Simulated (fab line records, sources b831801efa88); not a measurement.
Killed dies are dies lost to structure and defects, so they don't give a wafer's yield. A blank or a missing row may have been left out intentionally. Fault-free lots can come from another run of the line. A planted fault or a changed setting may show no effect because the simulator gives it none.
Code-filled problem report in 8D (eight disciplines) form / flow gf180mcu / the parts of the form that need people (team, actions taken, sign-off) are left out

## 1. PROBLEM STATEMENT
DNWELL_TW at GF_DNWELL_TW_MEAS_09 reads a mean of 1528 on 6 wafers of 2 lots; wafers without a fault read 1353 with a standard deviation of 7.9. Relative to the usual mean, that is a shift of +22 standard deviations.
Seen first at day 7 06:15 on filmMetro-04, wafer L183.2. The record holds 39 wafers of 13 lots with a number at this step. The rule behind "out" and "out of limits": a value lying over 4 standard deviations away from the usual mean. The other wafers with a number count as sound.

## 2. WHAT IT IS, AND WHAT IT ISN'T
question=which readings at this step; is=DNWELL_TW; is not=-
question=which lots; is=L183, L186; is not=L163, L164, L166, L168, L171, L172, L173, L174, L177, L179, L182
question=which wafers of those lots; is=all that have a number; is not=-
question=read on which gauges; is=filmMetro-04; is not=filmMetro-01, filmMetro-03
question=when; is=from day 7 06:15; is not=up to then (33 sound wafers)

## 3. WHAT RULES OUT EACH SUSPECT
Counting: a tool at a process step up to the reading stays a suspect if it ran every lot that is out and no sound lot after the first of them.
- the gauge at GF_DNWELL_TW_MEAS_09: ruled out. All the wafers that are out were read on filmMetro-04, but those of them that GF_DNWELL_IMPLANT_07 has rows for are out there too, on other tools.
- implanter-01 at GF_DNWELL_IMPLANT_07: kept. All lots that are out passed through it, beginning with L183 at day 7 06:01, and no sound lot followed; its final sound lot before that point was L177 at day 5 20:40. Its own readings are out on those wafers: tiltDeg.
Left after counting: implanter-01 at GF_DNWELL_IMPLANT_07.

## 4. THE CAUSE (what the simulator had put in)
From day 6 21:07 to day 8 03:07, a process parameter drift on implanter-01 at GF_DNWELL_IMPLANT_07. A move of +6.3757 in setting tiltDeg, from 0. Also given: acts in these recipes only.
The count eliminated every tool but this one.

## 5. THE CHAIN OF EFFECTS, in route order
One row per reading whose mean, taken over the struck wafers that have a number, lies over 3 standard deviations from the usual. Only readings for which the record gives a usual standard deviation are gone through. hours: the time from each lot's start at the first step in this table that gives one to its start at this step, as a median over the lots. sigmas: the change in usual standard deviations.
hours=0; step=GF_DNWELL_IMPLANT_07; reading=tiltDeg; usual=-0.001 degrees; on struck wafers=6.395; change=+6.396; sigmas=+99 or more
hours=0; step=GF_DNWELL_TW_MEAS_09; reading=DNWELL_TW; usual=1353; on struck wafers=1528; change=+174; sigmas=+22
Its process steps:
- GF_DNWELL_IMPLANT_07
Later steps that measure or inspect, where all struck wafers having a row at the step show a number for every such reading and not one has moved that far: GF_M2_OVL_MEAS_15.

## 6. HOW IT WOULD HAVE BEEN CAUGHT EARLIER
9 hours passed between the start of the fault at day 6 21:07 and the first reading out of limits at a measuring or inspecting step in this record, taken at day 7 06:15.
Tool's own readings at GF_DNWELL_IMPLANT_07, tiltDeg: out on all struck wafers the step has rows for; an alarm limit on them would have tripped on the first.
L186, from the lots that are out (2), started GF_DNWELL_IMPLANT_07 on implanter-01 later than day 7 06:15. A hold on the tool at that time would have spared it.
